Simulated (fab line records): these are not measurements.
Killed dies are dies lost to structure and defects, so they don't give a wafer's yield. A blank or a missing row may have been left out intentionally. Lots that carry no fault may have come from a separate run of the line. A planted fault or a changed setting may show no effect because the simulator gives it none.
Chamber matching :: flow sky130 :: pecvd-01 running SKY_CAPM_CVD_00: 3 sister chambers
The step deposits SiO2, target thk 15.5 nm. 3 wafers are shown with their chamber, then 8 later ones without.

== WAFERS, EACH WITH ITS CHAMBER ==
wafer: L084.1
chamber: 1
heater power w (W): 745

wafer: L084.3
chamber: 2
heater power w (W): 653

wafer: L085.1
chamber: 0
heater power w (W): 702

== WAFERS WHOSE CHAMBER IS MISSING ==
wafer: L085.2
heater power w (W): 755

wafer: L085.5
heater power w (W): 697

wafer: L094.1
heater power w (W): 730

wafer: L094.2
heater power w (W): 604

wafer: L094.3
heater power w (W): 761

wafer: L094.4
heater power w (W): 605

wafer: L094.5
heater power w (W): 746

wafer: L094.6
heater power w (W): 781

== CHAMBER TAKEN BY EACH ==
wafer: L085.2
from the rows above: can't be placed: 1 or 0
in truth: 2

wafer: L085.5
from the rows above: can't be placed: 0 or 2 or 1
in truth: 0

wafer: L094.1
from the rows above: can't be placed: 1 or 0
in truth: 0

wafer: L094.2
from the rows above: can't be placed: 2 or 0
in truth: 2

wafer: L094.3
from the rows above: can't be placed: 1 or 0
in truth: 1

wafer: L094.4
from the rows above: can't be placed: 2 or 0
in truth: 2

wafer: L094.5
from the rows above: can't be placed: 1 or 0
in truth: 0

wafer: L094.6
from the rows above: can't be placed: 1 or 0
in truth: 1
0 of 8 placed correctly. Can't be placed from these rows: 8 (the true chamber is among the candidates in 7). Wrongly placed: 0.
How it was worked out, from the rows above alone: a wafer's distance from a chamber is the root of the sum, over the readings, of the square of ((its reading less the chamber's mean) divided by the reading's scatter). If the next closest chamber is less than 2 further off than the closest, the wafer can't be placed; otherwise it belongs to the closest. A chamber's mean is the mean of its shown wafers. The scatter (one wafer shown for each chamber): square how far every hidden wafer sits from the nearest shown wafer, average those squares and take the square root.
